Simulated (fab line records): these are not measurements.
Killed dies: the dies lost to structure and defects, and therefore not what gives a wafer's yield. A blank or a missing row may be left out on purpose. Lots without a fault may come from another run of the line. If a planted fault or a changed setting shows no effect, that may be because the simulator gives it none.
2 desks looking at one fault ; flow sfq_line ; what lay behind the numbers comes last; until then each desk has only its own

## AT THE METROLOGY DESK
What the gauges read for every lot (on any tool): the sampled wafers with a number, averaged. Marked OUT: a lot whose mean sits more than 4 standard deviations from the usual mean, which makes it out of limits; the brackets give that distance.
Columns: A = M3_NB_RS at SFQ_M3_RS_MEAS_919, usual 0.890 ohm/sq; B = M4_OVL at SFQ_M4_OVL_MEAS_926, usual 0 nm
lot;first seen here;A;B
L552;day 37 15:52;0.893;-4
L553;day 38 03:16;0.896;-5
L554;day 39 00:59;0.905;1
L555;day 39 04:35;0.899;-1
L556;day 39 13:13;0.889;-6
L558;day 40 14:14;0.885;-11
L559;day 42 13:20;0.870;-2
L560;day 42 15:43;0.898;-3
L561;day 42 18:51;0.892;9
L562;day 42 22:53;0.895;0
L563;day 43 01:17;0.883;8
L566;day 44 09:13;0.905;-2
L573;day 46 18:27;0.883;-4
Finding of this desk: none of the 13 lots has anything out of limits.

## THE TOOL OWNER'S DESK: pvd_sputter-05
The tool's own readings at SFQ_TRILAYER_M3_DEP_SPUTTER_073 (material Nb, target thk 200 nm, time 133.3 s): means of the sampled wafers that have a number, for each lot that ran on this tool. Marked OUT: a lot whose mean sits more than 4 standard deviations from the usual mean, which makes it out of limits; the brackets give that distance.
Columns: A = cathode_dc_power_W at SFQ_TRILAYER_M3_DEP_SPUTTER_073, usual 2000.0 W; B = throttle_valve_pct at SFQ_TRILAYER_M3_DEP_SPUTTER_073, usual 30.7 %
lot;first seen here;A;B
L553;day 38 03:11;1999.7;28.8
L556;day 39 13:07;1999.8;29.1
L561;day 42 17:49;1999.9;30.1
L566;day 44 09:05;1946.6 (-99 or more) OUT;31.0
This desk's verdict: out of limits on L566, starting with L566 at day 44 09:05 (cathode_dc_power_W at SFQ_TRILAYER_M3_DEP_SPUTTER_073). Within limits: L553, L556, L561.

## TAKEN TOGETHER
The tool owner's desk had the chance to raise an alarm at day 44 09:05 on L566.
From the metrology desk's view, nothing was out of limits.
The metrology desk has L566 on record, within its limits.
Of the lots named, all ran SFQ_TRILAYER_M3_DEP_SPUTTER_073 on pvd_sputter-05.

## WHAT THE SIMULATOR HAD INSERTED
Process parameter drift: pvd_sputter-05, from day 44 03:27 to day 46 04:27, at SFQ_TRILAYER_M3_DEP_SPUTTER_073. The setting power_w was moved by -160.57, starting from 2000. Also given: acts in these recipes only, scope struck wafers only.
Lots struck among those shown: L566.
Delay in hours, fault start to first out-of-limits reading, by desk: the tool owner's desk at 6.
